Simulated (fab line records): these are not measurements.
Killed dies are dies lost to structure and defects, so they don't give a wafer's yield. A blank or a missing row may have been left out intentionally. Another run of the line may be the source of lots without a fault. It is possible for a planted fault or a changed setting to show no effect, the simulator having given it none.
fab line records    flow gf180mcu    part 1 of 2: steps 1 to 28 of 37
record: lots: 5  wafers: 15  last_day: 33
route steps=602 shown M5@530 V5@540
lots with no fault: from the same line, run without faults
start_h: start of the lot's first displayed wafer, in hours after the record's first day    wait_h: hours since the lot's step before    " repeats the value in the row above    L1.1+2: a single row standing in for several wafers    - either no value or no given start    * or withheld: withheld    < > ~ a bound
route shown NAME@n: names a module that has steps shown in the file, with the first one's number in the route    usual: mean and standard deviation over wafers with no fault    same: alike in all rows    chamber/n: place in a boat    sites: the reading at each site    _std_site: their standard deviation    _edge_site: the outer-site mean with the inner-site mean subtracted    radius_mm: how far each site lies from the wafer's centre    mask NAME#n: copy n    behind: tool/chamber where the wafer was last shaped    hold: what put the lot on hold/how long, in hours/how the hold closed    device: whichever transistor did not switch (one of n, p or np)    end of line: at the end of the route, the tests of the same wafers    a step given without rows: its recipe and nothing more    killed: the dies lost at the first sort to structure and to defects; this is not the yield of the wafer    map: a wafer's dies, marking killed ones x, the rest . and places with no die _
set.NAME: the setting the step ran with; set.NAME@STEP: the setting that earlier step ran with    model.NAME: the simulator's own value behind a step, which no gauge read
lots at selected steps of the route; one table per step, one row per wafer
services: a tool's chamber out of use, with start hour (start_h, from the record's first day; less than 0 if before it), hours out, and reason
== steps ==
step: GF_M5_EXPOSE_04
recipe: mask_id: Metal5  target_cd_nm: 280  na: 0.68  source_shape: conventional  sigma_outer: 0.6  dose_mj: 28
lot.wafer   tool            chamber  start_h  wait_h  mask
L077.1+2+3  krf_scanner-02  0        -        -       Metal5#0
L080.1+2+4  krf_scanner-02  0        -        -       Metal5#0
L085.1+2+3  krf_scanner-02  0        -        -       Metal5#0
L088.1+3+4  krf_scanner-01  0        -        -       Metal5#0
L090.1+4+6  krf_scanner-02  0        -        -       Metal5#0
step: GF_M5_PEB_05
recipe: peb_temp_c: 135  peb_time_s: 90  resist: KrF
usual: heater_power_total_W: 85.70/0.087
lot.wafer  tool            chamber  start_h  wait_h  heater_power_total_W
L077.1     litho_track-04  0        -        -       85.68
L077.2     "               0        "        "       85.75
L077.3     "               0        "        "       85.66
L080.1     litho_track-03  0        -        -       85.76
L080.2     "               0        "        "       85.80
L080.4     "               0        "        "       85.78
L085.1     litho_track-04  0        -        -       85.64
L085.2     "               0        "        "       85.68
L085.3     "               0        "        "       85.72
L088.1     litho_track-03  0        -        -       85.58
L088.3     "               0        "        "       85.66
L088.4     "               0        "        "       85.81
L090.1     litho_track-03  0        -        -       85.72
L090.4     "               0        "        "       85.53
L090.6     "               0        "        "       85.71
step: GF_M5_DEVELOP_06
recipe: develop_time_s: 60  dev_temp_c: 21
lot.wafer   tool            chamber  start_h  wait_h
L077.1+2+3  litho_track-04  0        625.49   0.2
L080.1+2+4  litho_track-03  0        650.54   0.2
L085.1+2+3  litho_track-04  0        690.04   0.2
L088.1+3+4  litho_track-03  0        715.94   0.2
L090.1+4+6  litho_track-03  0        727.04   0.2
step: GF_M5_CD_MEAS_07
recipe: target_cd_nm: 280
usual: cd_nm: 279.7/1.3
lot.wafer  tool       chamber  start_h  wait_h  cd_nm
L077.1     cd_sem-02  -        625.64   0.1     278.9
L077.2     "          -        "        "       278.2
L077.3     "          -        "        "       278.9
L080.1     cd_sem-02  -        650.69   0.1     278.1
L080.2     "          -        "        "       277.4
L080.4     "          -        "        "       277.0
L085.1     cd_sem-01  -        690.19   0.1     280.2
L085.2     "          -        "        "       278.4
L085.3     "          -        "        "       277.9
L088.1     cd_sem-02  -        716.09   0.1     279.6
L088.3     "          -        "        "       280.9
L088.4     "          -        "        "       280.1
L090.1     cd_sem-01  -        727.19   0.1     279.8
L090.4     "          -        "        "       279.9
L090.6     "          -        "        "       279.7
step: GF_M5_OVL_MEAS_08
usual: M5_OVL: -3/4.6
lot.wafer  tool        chamber  start_h  wait_h  M5_OVL[nm]
L077.1     overlay-01  -        625.76   0.1     2
L077.2     "           -        "        "       -6
L077.3     "           -        "        "       4
L080.1     overlay-01  -        650.81   0.1     0
L080.2     "           -        "        "       -2
L080.4     "           -        "        "       -7
L085.1     overlay-02  -        690.31   0.1     -1
L085.2     "           -        "        "       2
L085.3     "           -        "        "       2
L088.1     overlay-01  -        716.21   0.1     -1
L088.3     "           -        "        "       -3
L088.4     "           -        "        "       -7
L090.1     overlay-02  -        738.61   11.4    -8
L090.4     "           -        "        "       -3
L090.6     "           -        "        "       -10
step: GF_M5_ETCH_09
recipe: chemistry: CF4/O2  target: Si3N4  target_depth_nm: 52  source_w: 800  bias_w: 150  pressure_mtorr: 150  cf4_flow_sccm: 80  O2_flow_sccm: 10  time_s: 11.6
usual: chamber_pressure_mTorr: 150.01/0.13  drypump_motor_current_A: 5.8/0.45  oes_product_au: 1.001/0.013  throttle_valve_pct: 5.970/0.011
lot.wafer  tool         chamber  start_h  wait_h  chamber_pressure_mTorr  drypump_motor_current_A  oes_product_au  rf_hours_counter_h  throttle_valve_pct
L077.1     rie_diel-04  3        625.80   0.0     150.24                  5.0                      0.999           56                  5.968
L077.2     "            0        "        "       150.02                  5.4                      0.994           11                  5.959
L077.3     "            1        "        "       150.19                  5.5                      0.988           2                   5.989
L080.1     rie_diel-01  3        650.84   0.0     150.07                  5.3                      0.996           6                   5.981
L080.2     "            0        "        "       149.65                  6.0                      1.007           41                  5.977
L080.4     "            2        "        "       150.17                  6.6                      0.992           18                  5.958
L085.1     rie_diel-04  0        690.35   0.0     149.82                  5.4                      1.011           14                  5.967
L085.2     "            1        "        "       150.14                  5.6                      0.993           5                   5.970
L085.3     "            3        "        "       150.09                  5.0                      0.997           58                  5.972
L088.1     rie_diel-01  3        716.24   0.0     149.97                  5.3                      0.997           8                   5.962
L088.3     "            2        "        "       149.80                  6.6                      0.975           21                  5.968
L088.4     "            1        "        "       150.06                  5.8                      0.981           18                  5.967
L090.1     rie_diel-04  0        738.65   0.0     150.01                  5.4                      1.010           15                  5.964
L090.4     "            1        "        "       149.79                  5.6                      0.987           6                   5.956
L090.6     "            3        "        "       149.87                  5.0                      1.029           -                   5.963
step: GF_M5_METAL_ETCH_10
recipe: chemistry: Cl2/BCl3  mask_material: KrF  target_depth_nm: 627.5  stop_on: SiO2  pressure_mtorr: 8  icp_w: 800  bias_w: 140  Cl2_flow_sccm: 80  bcl3_flow_sccm: 40  time_s: 104.6
usual: chamber_pressure_mTorr: 7.999/0.0076  drypump_motor_current_A: 5.8/0.34  oes_product_au: 0.973/0.0063  throttle_valve_pct: 28.250/0.0097
lot.wafer  tool          chamber  start_h  wait_h  chamber_pressure_mTorr  drypump_motor_current_A  oes_product_au  rf_hours_counter_h  throttle_valve_pct
L077.1     rie_metal-03  0        625.82   0.0     7.997                   5.6                      0.972           10                  28.261
L077.2     "             1        "        "       8.000                   5.7                      0.978           11                  28.257
L077.3     "             1        "        "       8.007                   5.7                      0.969           -                   28.246
L080.1     rie_metal-03  0        650.87   0.0     8.000                   5.6                      0.972           11                  28.252
L080.2     "             1        "        "       8.000                   5.7                      0.968           11                  28.250
L080.4     "             1        "        "       8.007                   5.7                      0.974           -                   28.248
L085.1     rie_metal-03  0        690.37   0.0     7.989                   5.6                      0.965           1                   28.240
L085.2     "             0        "        "       8.007                   5.7                      0.969           -                   28.265
L085.3     "             0        "        "       7.985                   5.6                      0.968           -                   28.257
L088.1     rie_metal-01  1        716.27   0.0     8.001                   5.5                      0.976           5                   28.240
L088.3     "             1        "        "       8.012                   5.5                      0.970           -                   28.250
L088.4     "             0        "        "       8.006                   6.2                      0.984           -                   28.233
L090.1     rie_metal-04  1        738.67   0.0     8.006                   6.4                      0.972           3                   28.243
L090.4     "             1        "        "       8.000                   6.4                      0.981           -                   28.256
L090.6     "             1        "        "       7.991                   6.4                      0.982           -                   28.239
step: GF_M5_STRIP_11
recipe: chemistry: O2/N2  power_w: 1400  pressure_mtorr: 1500  platen_temp_c: 250  o2_flow_sccm: 3000  n2_flow_sccm: 300  overash_fraction: 0.5
usual: chamber_pressure_mTorr: 1499.9/1.4  drypump_motor_current_A: 6.0/0.54  heater_power_w: 323/21  oes_product_au: 0.542/0.0049  strip_time_to_endpoint_s: 7.51/0.045
lot.wafer  tool             chamber  start_h  wait_h  chamber_pressure_mTorr  drypump_motor_current_A  heater_power_w  oes_product_au  rf_hours_counter_h  strip_time_to_endpoint_s
L077.1     plasma_asher-03  1        625.93   0.1     1500.3                  6.8                      353             0.547           85                  7.46
L077.2     "                0        "        "       1500.8                  5.7                      310             0.542           85                  7.51
L077.3     "                0        "        "       1499.7                  5.8                      302             0.534           -                   7.46
L080.1     plasma_asher-03  0        650.98   0.1     1498.8                  5.8                      312             0.539           88                  7.50
L080.2     "                1        "        "       1497.2                  6.7                      361             0.540           88                  7.54
L080.4     "                1        "        "       1501.1                  6.7                      358             0.542           -                   7.57
L085.1     plasma_asher-03  1        690.59   0.2     1500.0                  6.8                      353             0.545           92                  7.47
L085.2     "                0        "        "       1500.6                  5.8                      312             0.531           92                  7.49
L085.3     "                0        "        "       1500.5                  5.8                      307             0.543           -                   7.51
L088.1     plasma_asher-03  0        716.38   0.1     1498.6                  5.8                      316             0.549           95                  7.54
L088.3     "                0        "        "       1502.3                  5.8                      313             0.554           -                   7.57
L088.4     "                1        "        "       1500.7                  6.8                      358             0.541           -                   7.52
L090.1     plasma_asher-03  1        738.80   0.1     1500.3                  6.8                      355             0.539           96                  7.43
L090.4     "                1        "        "       1501.0                  6.8                      362             0.534           -                   7.45
L090.6     "                1        "        "       1502.6                  6.8                      362             0.545           -                   7.44
step: GF_M5_STRIP_12
recipe: chemistry: post_etch_residue_remover  time_s: 1200  temp_c: 72.5
lot.wafer   tool          chamber  start_h  wait_h
L077.1+2+3  wet_bench-02  2        626.03   0.1
L080.1+2+4  wet_bench-03  1        651.08   0.1
L085.1+2+3  wet_bench-03  1        690.69   0.1
L088.1+3+4  wet_bench-02  1        716.48   0.1
L090.1+4+6  wet_bench-03  3        739.08   0.3
step: GF_M5_CLEAN_13
recipe: chemistry: DIW  dry: n2_spin
lot.wafer   tool          chamber  start_h  wait_h
L077.1+2+3  wet_bench-02  1        626.37   0.0
L080.1+2+4  wet_bench-02  1        651.45   0.0
L085.1+2+3  wet_bench-01  1        691.04   0.0
L088.1+3+4  wet_bench-03  2        716.85   0.0
L090.1+4+6  wet_bench-01  0        740.00   0.6
step: GF_V5_CVD_00
recipe: material: SiO2  target_thk_nm: 300  sigma_open_frac: 0.3  temp_c: 400  time_s: 50  sih4_flow_sccm: 60  pressure_mtorr: 6
lot.wafer   tool       chamber  start_h  wait_h
L077.1+2+3  hdpcvd-01  1,2,0    626.47   0.0
L080.1+2+4  hdpcvd-02  1,0,0    651.55   0.0
L085.1+2+3  hdpcvd-01  1,2,0    691.14   0.0
L088.1+3+4  hdpcvd-02  0,1,0    716.94   0.0
L090.1+4+6  hdpcvd-01  0,2,0    740.10   0.0
step: GF_V5_THK_MEAS_01
recipe: reads: SiO2_of_V5_CVD_00
usual: V5_CVD_00_THK: 298.0/2.8
lot.wafer  tool           chamber  start_h  wait_h  V5_CVD_00_THK[nm]
L077.1     film_metro-02  -        626.51   0.0     296.7
L077.2     "              -        "        "       301.3
L077.3     "              -        "        "       298.0
L080.1     film_metro-02  -        651.60   0.0     297.9
L080.2     "              -        "        "       298.3
L080.4     "              -        "        "       299.9
L085.1     film_metro-02  -        691.18   0.0     297.2
L085.2     "              -        "        "       303.2
L085.3     "              -        "        "       298.4
L088.1     film_metro-02  -        716.99   0.0     300.6
L088.3     "              -        "        "       303.5
L088.4     "              -        "        "       303.6
L090.1     film_metro-04  -        740.14   0.0     296.7
L090.4     "              -        "        "       300.1
L090.6     "              -        "        "       297.7
step: GF_V5_CVD_02
recipe: material: SiO2  target_thk_nm: 1450  precursor: TEOS  temp_c: 400  time_s: 163.28  rf_w: 600
usual: heater_power_w: 684/150
lot.wafer  tool      chamber  start_h  wait_h  heater_power_w
L077.1     pecvd-03  0        626.57   0.1     839
L077.2     "         1        "        "       560
L077.3     "         2        "        "       793
L080.1     pecvd-04  2        651.66   0.1     486
L080.2     "         0        "        "       465
L080.4     "         1        "        "       517
L085.1     pecvd-04  0        691.24   0.1     456
L085.2     "         2        "        "       491
L085.3     "         1        "        "       656
L088.1     pecvd-04  1        717.05   0.1     651
L088.3     "         0        "        "       518
L088.4     "         0        "        "       440
L090.1     pecvd-01  1        740.20   0.1     645
L090.4     "         0        "        "       838
L090.6     "         2        "        "       631
step: GF_V5_THK_MEAS_03
recipe: reads: SiO2_of_V5_CVD_02
usual: V5_CVD_02_THK: 1453/20
lot.wafer  tool           chamber  start_h  wait_h  V5_CVD_02_THK[nm]
L077.1     film_metro-02  -        626.68   0.1     1448
L077.2     "              -        "        "       1458
L077.3     "              -        "        "       1477
L080.1     film_metro-01  -        651.76   0.1     1436
L080.2     "              -        "        "       1439
L080.4     "              -        "        "       1441
L085.1     film_metro-02  -        691.35   0.1     1418
L085.2     "              -        "        "       1405
L085.3     "              -        "        "       1426
L088.1     film_metro-04  -        717.15   0.1     1439
L088.3     "              -        "        "       1450
L088.4     "              -        "        "       1452
L090.1     film_metro-01  -        740.31   0.1     1452
L090.4     "              -        "        "       1506
L090.6     "              -        "        "       1486
step: GF_V5_CMP_04
recipe: material: SiO2  down_force_psi: 4  platen_rpm: 60  pad_velocity_m_s: 0.94248
usual: motor_current_A: 12.4/1.1
lot.wafer  tool    chamber  start_h  wait_h  motor_current_A
L077.3     cmp-02  3        626.74   0.0     13.6
L077.2     "       0        "        "       14.1
L077.1     "       2        "        "       12.5
L080.2     cmp-02  1        651.82   0.0     10.7
L080.1     "       2        "        "       12.1
L080.4     "       3        "        "       13.6
L085.2     cmp-02  3        691.46   0.1     13.1
L085.1     "       0        "        "       13.5
L085.3     "       1        "        "       11.0
L088.1     cmp-02  3        717.21   0.1     13.7
L088.3     "       0        "        "       13.1
L088.4     "       1        "        "       11.6
L090.4     cmp-01  0        740.42   0.1     13.3
L090.1     "       2        "        "       12.7
L090.6     "       3        "        "       10.9
step: GF_V5_BOW_MEAS_05
recipe: mode: bow
usual: V5_BOW: 134/9
lot.wafer  tool           chamber  start_h  wait_h  V5_BOW[um]
L077.1     film_metro-01  -        627.04   0.1     131
L077.2     "              -        "        "       135
L077.3     "              -        "        "       134
L080.1     film_metro-02  -        652.12   0.2     130
L080.2     "              -        "        "       137
L080.4     "              -        "        "       137
L085.1     film_metro-04  -        691.71   0.1     144
L085.2     "              -        "        "       145
L085.3     "              -        "        "       137
L088.1     film_metro-04  -        717.51   0.2     147
L088.3     "              -        "        "       140
L088.4     "              -        "        "       135
L090.1     film_metro-02  -        740.67   0.1     135
L090.4     "              -        "        "       138
L090.6     "              -        "        "       141
step: GF_V5_DEHYDRATE_06
recipe: temp_c: 200  time_s: 60
usual: heater_power_total_W: 160.37/0.13
lot.wafer  tool            chamber  start_h  wait_h  heater_power_total_W
L077.1     litho_track-02  0        636.05   9.0     160.58
L077.2     "               0        "        "       160.48
L077.3     "               0        "        "       160.24
L080.1     litho_track-02  0        661.35   9.2     160.21
L080.2     "               0        "        "       160.52
L080.4     "               0        "        "       160.38
L085.1     litho_track-03  0        700.29   8.6     160.34
L085.2     "               0        "        "       160.52
L085.3     "               0        "        "       160.29
L088.1     litho_track-01  0        725.92   8.4     160.28
L088.3     "               0        "        "       160.32
L088.4     "               0        "        "       160.46
L090.1     litho_track-01  0        741.96   1.3     160.45
L090.4     "               0        "        "       160.19
L090.6     "               0        "        "       160.48
step: GF_V5_HMDS_07
recipe: prime_time_s: 60  prime_temp_c: 120
lot.wafer   tool            chamber  start_h  wait_h
L077.1+2+3  litho_track-02  0        636.20   0.1
L080.1+2+4  litho_track-02  0        661.50   0.1
L085.1+2+3  litho_track-03  0        700.44   0.1
L088.1+3+4  litho_track-01  0        726.07   0.1
L090.1+4+6  litho_track-01  0        742.11   0.1
step: GF_V5_COAT_08
recipe: resist: BARC  temp_c: withheld  time_s: withheld  spin_rpm: withheld  resist_thk_nm: withheld
lot.wafer   tool            chamber  start_h  wait_h
L077.1+2+3  litho_track-02  0        636.35   0.1
L080.1+2+4  litho_track-02  0        661.65   0.1
L085.1+2+3  litho_track-03  0        700.59   0.1
L088.1+3+4  litho_track-01  0        726.22   0.1
L090.1+4+6  litho_track-01  0        742.26   0.1
step: GF_V5_COAT_09
recipe: resist: KrF  spin_rpm: withheld  resist_thk_nm: 1000
lot.wafer   tool            chamber  start_h  wait_h
L077.1+2+3  litho_track-02  0        -        -
L080.1+2+4  litho_track-02  0        -        -
L085.1+2+3  litho_track-03  0        -        -
L088.1+3+4  litho_track-01  0        -        -
L090.1+4+6  litho_track-01  0        -        -
step: GF_V5_SOFTBAKE_10
recipe: temp_c: 130  time_s: 60  resist: KrF
usual: heater_power_total_W: 93.05/0.067
lot.wafer  tool            chamber  start_h  wait_h  heater_power_total_W
L077.1     litho_track-02  0        -        -       93.10
L077.2     "               0        "        "       93.04
L077.3     "               0        "        "       93.05
L080.1     litho_track-02  0        -        -       93.01
L080.2     "               0        "        "       93.11
L080.4     "               0        "        "       93.13
L085.1     litho_track-03  0        -        -       93.07
L085.2     "               0        "        "       93.11
L085.3     "               0        "        "       93.12
L088.1     litho_track-01  0        -        -       92.91
L088.3     "               0        "        "       93.02
L088.4     "               0        "        "       93.07
L090.1     litho_track-01  0        -        -       93.16
L090.4     "               0        "        "       92.96
L090.6     "               0        "        "       93.04
step: GF_V5_EXPOSE_11
recipe: mask_id: Via5  target_cd_nm: 260  na: 0.68  source_shape: conventional  sigma_outer: 0.6  dose_mj: 38
lot.wafer   tool            chamber  start_h  wait_h  mask
L077.1+2+3  krf_scanner-02  0        -        -       Via5#0
L080.1+2+4  krf_scanner-01  0        -        -       Via5#0
L085.1+2+3  krf_scanner-01  0        -        -       Via5#0
L088.1+3+4  krf_scanner-01  0        -        -       Via5#0
L090.1+4+6  krf_scanner-01  0        -        -       Via5#0
step: GF_V5_PEB_12
recipe: peb_temp_c: 135  peb_time_s: 90  resist: KrF
usual: heater_power_total_W: 85.70/0.088
lot.wafer  tool            chamber  start_h  wait_h  heater_power_total_W
L077.1     litho_track-03  0        -        -       85.66
L077.2     "               0        "        "       85.70
L077.3     "               0        "        "       85.67
L080.1     litho_track-03  0        -        -       85.60
L080.2     "               0        "        "       85.61
L080.4     "               0        "        "       85.75
L085.1     litho_track-01  0        -        -       85.69
L085.2     "               0        "        "       85.59
L085.3     "               0        "        "       85.90
L088.1     litho_track-02  0        -        -       85.54
L088.3     "               0        "        "       85.79
L088.4     "               0        "        "       85.63
L090.1     litho_track-02  0        -        -       85.63
L090.4     "               0        "        "       85.62
L090.6     "               0        "        "       85.75
step: GF_V5_DEVELOP_13
recipe: develop_time_s: 60  resist: KrF  dev_temp_c: 21
lot.wafer   tool            chamber  start_h  wait_h
L077.1+2+3  litho_track-03  0        646.84   0.2
L080.1+2+4  litho_track-03  0        671.49   0.2
L085.1+2+3  litho_track-01  0        710.32   0.2
L088.1+3+4  litho_track-02  0        735.05   0.2
L090.1+4+6  litho_track-02  0        746.77   0.2
step: GF_V5_CD_MEAS_14
recipe: target_cd_nm: 260
usual: cd_nm: 260.1/1.3
lot.wafer  tool       chamber  start_h  wait_h  cd_nm
L077.1     cd_sem-01  -        646.99   0.1     259.7
L077.2     "          -        "        "       259.7
L077.3     "          -        "        "       259.6
L080.1     cd_sem-01  -        671.64   0.1     261.9
L080.2     "          -        "        "       261.2
L080.4     "          -        "        "       261.7
L085.1     cd_sem-02  -        710.47   0.1     259.4
L085.2     "          -        "        "       258.8
L085.3     "          -        "        "       258.6
L088.1     cd_sem-02  -        735.20   0.1     261.0
L088.3     "          -        "        "       262.3
L088.4     "          -        "        "       262.5
L090.1     cd_sem-02  -        746.92   0.1     259.8
L090.4     "          -        "        "       261.3
L090.6     "          -        "        "       260.9
step: GF_V5_OVL_MEAS_15
usual: V5_OVL: -2/5.3
lot.wafer  tool        chamber  start_h  wait_h  V5_OVL[nm]
L077.1     overlay-02  -        647.11   0.1     -6
L077.2     "           -        "        "       -2
L077.3     "           -        "        "       1
L080.1     overlay-02  -        671.76   0.1     -5
L080.2     "           -        "        "       -13
L080.4     "           -        "        "       -5
L085.1     overlay-01  -        710.59   0.1     -4
L085.2     "           -        "        "       -8
L085.3     "           -        "        "       -1
L088.1     overlay-02  -        739.80   4.6     -9
L088.3     "           -        "        "       -10
L088.4     "           -        "        "       -14
L090.1     overlay-01  -        747.04   0.1     -3
L090.4     "           -        "        "       -1
L090.6     "           -        "        "       6
step: GF_V5_ETCH_16
recipe: chemistry: N2/H2  target_depth_a: withheld  overetch_a: withheld  time_s: withheld  target: BARC  ion_energy_ev: 200  source_w: 500  bias_w: 100  pressure_mtorr: 30  n2_flow_sccm: 100  h2_flow_sccm: 200
usual: chamber_pressure_mTorr: 29.999/0.027  drypump_motor_current_A: 5.8/0.58  oes_product_au: 0.855/0.0046  throttle_valve_pct: 13.224/0.0092
lot.wafer  tool         chamber  start_h  wait_h  chamber_pressure_mTorr  drypump_motor_current_A  oes_product_au  throttle_valve_pct
L077.1     rie_diel-01  2        647.14   0.0     29.950                  6.6                      0.862           13.239
L077.2     "            3        "        "       30.031                  5.3                      0.857           13.218
L077.3     "            1        "        "       30.003                  5.8                      0.858           13.215
L080.1     rie_diel-03  3        671.79   0.0     30.004                  6.6                      0.856           13.227
L080.2     "            2        "        "       30.017                  5.1                      0.856           13.229
L080.4     "            0        "        "       29.982                  5.1                      0.860           13.217
L085.1     rie_diel-03  3        710.63   0.0     30.004                  6.7                      0.853           13.236
L085.2     "            0        "        "       29.984                  5.1                      0.856           13.206
L085.3     "            2        "        "       30.041                  5.1                      0.849           13.224
L088.1     rie_diel-01  1        739.84   0.0     29.984                  5.8                      0.853           13.241
L088.3     "            3        "        "       29.953                  5.4                      0.858           13.211
L088.4     "            2        "        "       29.987                  6.6                      0.855           13.232
L090.1     rie_diel-02  2        747.08   0.0     29.966                  5.9                      0.854           13.230
L090.4     "            1        "        "       30.033                  6.4                      0.849           13.237
L090.6     "            3        "        "       29.993                  5.7                      0.863           13.227
step: GF_V5_ETCH_17
recipe: chemistry: C4F8/O2/Ar  mask_material: KrF  target: SiO2  stop_on: TiN  source_w: 1500  bias_w: 1200  pressure_mtorr: 40  c4f8_flow_sccm: withheld  O2_flow_sccm: 6  Ar_flow_sccm: 300  time_s: withheld  target_depth_a: 8550
usual: chamber_pressure_mTorr: 39.99/0.035  oes_product_au: 0.865/0.0044
lot.wafer  tool         chamber  start_h  wait_h  chamber_pressure_mTorr  oes_product_au
L077.1     rie_diel-01  2        -        -       39.99                   0.865
L077.2     "            3        "        "       39.97                   0.864
L077.3     "            1        "        "       40.01                   0.862
L080.1     rie_diel-03  3        -        -       40.01                   0.860
L080.2     "            2        "        "       39.98                   0.864
L080.4     "            0        "        "       39.98                   0.863
L085.1     rie_diel-03  3        -        -       39.94                   0.861
L085.2     "            0        "        "       40.04                   0.865
L085.3     "            2        "        "       40.01                   0.862
L088.1     rie_diel-01  1        -        -       40.02                   0.867
L088.3     "            3        "        "       40.01                   0.862
L088.4     "            2        "        "       40.09                   0.863
L090.1     rie_diel-02  2        -        -       39.93                   0.863
L090.4     "            1        "        "       39.95                   0.874
L090.6     "            3        "        "       39.99                   0.866
